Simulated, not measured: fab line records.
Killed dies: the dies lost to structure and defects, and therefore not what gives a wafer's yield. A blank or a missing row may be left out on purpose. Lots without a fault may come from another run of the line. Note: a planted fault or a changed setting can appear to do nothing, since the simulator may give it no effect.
A lot that was struck, set against a sound lot / flow gf180mcu / 27 out of 602 route steps
Sound: these wafers, L511.1, L511.4, L511.5. Wafers L517.2, L517.3, L517.5 were the ones struck. Last of all comes the cause.
Each step with rows lists, per side, the tool, then ch with its chambers, then its first start. Under that, the readings that differ: sound wafers / struck wafers / difference of the means / sigmas: that difference in standard deviations of wafers without a fault.
alike: readings whose means differ by less than 2 such deviations, and words and numbers that are the same on both sides. not compared: withheld readings, readings that some wafer has no value for, bounds like >300 that may hide the same value, and numbers for which the record gives no deviation and whose values overlap.
A row with sigmas, a row that says differs or no value, or rows on one side alone: a step with any of these is where the two part. Numbers that have no deviation but don't overlap get no sigmas and don't part them. Lack of a reading on every wafer of one side parts them only where that side has two or more wafers.

first, 1 step without rows for these wafers: GF_VT_IMPLANT_IMPLANT_08.
GF_VT_IMPLANT_STRIP_09: strips in O2/N2.
  sound on plasma-asher-04 ch 1, day 6 02:57; struck on plasma-asher-01 ch 1, day 7 20:10
reading=heater-power-w (W); sound=371 367 365; struck=296 286 288; difference=-78; sigmas=-3
  alike: chamber-pressure-mTorr, drypump-motor-current-A, oes-product-au, strip-time-to-endpoint-s
  not compared: rf-hours-counter-h
GF_VT_IMPLANT_TW_MEAS_10:
  struck on film-metro-03, day 7 20:17; sound on film-metro-01, day 6 03:03
  alike: VT_IMPLANT_TW
then, 7 steps without rows for these wafers: GF_VT_IMPLANT_DEHYDRATE_11 (time 60 s); GF_VT_IMPLANT_HMDS_12 (prime time 60 s); GF_VT_IMPLANT_COAT_13 (resist thk 1000 nm); GF_VT_IMPLANT_SOFTBAKE_14 (time 60 s); GF_VT_IMPLANT_EXPOSE_15 (exposes mask Nwell LV AREA, target cd 860 nm); GF_VT_IMPLANT_PEB_16; GF_VT_IMPLANT_DEVELOP_17 (develop time 60 s).
GF_VT_IMPLANT_OVL_MEAS_18:
  struck on overlay-01, day 8 12:25; sound on overlay-02, day 6 17:37
  alike: VT_IMPLANT_01_OVL
then, 1 step without rows for these wafers: GF_VT_IMPLANT_IMPLANT_19.
GF_VT_IMPLANT_STRIP_20: strips in O2/N2.
  sound on plasma-asher-01 ch 0, day 6 17:48; struck on plasma-asher-01 ch 0,1, day 8 12:36
  no value came back on the struck wafers for any of 5 readings (chamber-pressure-mTorr (mTorr), drypump-motor-current-A (A) and others); on the sound wafers chamber-pressure-mTorr (mTorr) reads 1500.5 1501.5 1498.8
reading=model.NOVOLAK_of_VT_IMPLANT_COAT_13.thk-nm (nm); sound=0 0 0; struck=1004 999.6 1003; difference=+1002; sigmas=
  not compared: rf-hours-counter-h
GF_VT_IMPLANT_TW_MEAS_21:
  struck on film-metro-03, day 8 12:43; sound on film-metro-04, day 6 17:54
  alike: VT_IMPLANT_2_TW
then, 7 steps without rows for these wafers: GF_VT_IMPLANT_DEHYDRATE_22 (time 60 s); GF_VT_IMPLANT_HMDS_23 (prime time 60 s); GF_VT_IMPLANT_COAT_24 (resist thk 1000 nm); GF_VT_IMPLANT_SOFTBAKE_25 (time 60 s); GF_VT_IMPLANT_EXPOSE_26 (exposes mask LVPWELL HV AREA, target cd 860 nm); GF_VT_IMPLANT_PEB_27; GF_VT_IMPLANT_DEVELOP_28 (develop time 60 s).
GF_VT_IMPLANT_OVL_MEAS_29:
  struck on overlay-02, day 9 05:56; sound on overlay-02, day 7 09:22
  alike: VT_IMPLANT_02_OVL
then, 1 step without rows for these wafers: GF_VT_IMPLANT_IMPLANT_30.
GF_VT_IMPLANT_STRIP_31: strips in O2/N2.
  sound on plasma-asher-02 ch 0, day 7 09:33; struck on plasma-asher-02 ch 0,1, day 9 06:07
reading=strip-time-to-endpoint-s (s); sound=12.60 12.61 12.56; struck=27.66 27.59 27.58; difference=+15.02; sigmas=+99 or more
  alike: chamber-pressure-mTorr, drypump-motor-current-A, heater-power-w, oes-product-au
  not compared: rf-hours-counter-h
GF_VT_IMPLANT_TW_MEAS_32:
  struck on film-metro-01, day 9 06:14; sound on film-metro-03, day 7 09:39
reading=VT_IMPLANT_3_TW; sound=271.4 271.0 272.6; struck=30.3 30.2 30.4; difference=-241.4; sigmas=-99 or more
then, 1 step without rows for these wafers: GF_VT_IMPLANT_DEHYDRATE_33 (time 60 s).
-- a jump in the record: the struck wafers' starts before and after are 22 days apart (it breaks off in module VT_IMPLANT and resumes in module PASSIVATION, where the first step shown is number 602 of the route) --
GF_PASSIVATION_PROBE_99:
  record: rows for the struck wafers here (prober-01, day 31 16:13), none for the sound ones

WHERE THEY PART
Last at GF_PASSIVATION_PROBE_99 as far as this record goes, first at GF_VT_IMPLANT_STRIP_09.

WHY: whatever the simulator had introduced
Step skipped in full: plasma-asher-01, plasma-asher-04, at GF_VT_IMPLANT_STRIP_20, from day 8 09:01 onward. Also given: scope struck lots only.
